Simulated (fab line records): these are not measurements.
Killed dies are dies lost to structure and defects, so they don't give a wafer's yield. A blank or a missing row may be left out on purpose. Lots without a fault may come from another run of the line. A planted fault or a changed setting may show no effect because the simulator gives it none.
Matching of chambers + flow sky130 + cmp-01 running SKY_VIA2_CMP_24: 4 sister chambers
The step polishes, stops on SiO2, t overpolish 20 s, target thk 0 nm. 8 wafers are shown with their chamber, then 12 later ones without.

== WAFERS PAIRED WITH THEIR CHAMBERS ==
| wafer  | chamber | motor_current_A (A) | time_to_endpoint_s (s) |
|--------|---------|---------------------|------------------------|
| L081.6 | 0       | 10.3                | 95                     |
| L082.2 | 0       | 10.7                | 107                    |
| L085.2 | 3       | 11.7                | 106                    |
| L086.5 | 1       | 10.6                | 106                    |
| L086.6 | 2       | 9.9                 | 96                     |
| L087.1 | 2       | 10.1                | 95                     |
| L087.4 | 3       | 12.2                | 102                    |
| L087.5 | 1       | 11.3                | 104                    |

== WAFERS WITHOUT THEIR CHAMBER ==
| wafer  | motor_current_A (A) | time_to_endpoint_s (s) |
|--------|---------------------|------------------------|
| L088.1 | 10.1                | 95                     |
| L088.3 | 11.9                | 103                    |
| L088.4 | 10.7                | 104                    |
| L089.1 | 11.9                | 105                    |
| L089.5 | 10.5                | 97                     |
| L089.6 | 11.0                | 104                    |
| L094.2 | 11.0                | 105                    |
| L094.4 | 10.6                | 98                     |
| L094.5 | 11.8                | 104                    |
| L095.1 | 11.4                | 105                    |
| L095.2 | 10.9                | 100                    |
| L095.4 | 12.0                | 98                     |

== EACH ONE'S CHAMBER ==
| wafer  | from the rows above          | in truth |
|--------|------------------------------|----------|
| L088.1 | can't be placed: 2 or 0      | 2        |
| L088.3 | 3                            | 3        |
| L088.4 | can't be placed: 1 or 0      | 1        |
| L089.1 | 3                            | 3        |
| L089.5 | can't be placed: 0 or 2 or 1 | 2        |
| L089.6 | can't be placed: 1 or 0      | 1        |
| L094.2 | can't be placed: 1 or 0      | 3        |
| L094.4 | can't be placed: 0 or 2 or 1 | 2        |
| L094.5 | 3                            | 3        |
| L095.1 | can't be placed: 1 or 3 or 0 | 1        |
| L095.2 | can't be placed: 1 or 0 or 2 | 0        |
| L095.4 | 3                            | 3        |
4 of 12 placed correctly. Not placeable from these rows: 8 (in 7, the candidates include the true chamber). 0 placed wrongly.
How it was worked out, from the rows above alone: a wafer's distance from a chamber is the root of the sum, over the readings, of the square of ((its reading less the chamber's mean) divided by the reading's scatter). If the next closest chamber is less than 2 further off than the closest, the wafer can't be placed; otherwise it belongs to the closest. A chamber's mean is the mean of its shown wafers. The scatter is the square root of a quotient: the sum, over the shown wafers, of each reading's squared deviation from its chamber's mean, divided by wafers minus chambers.
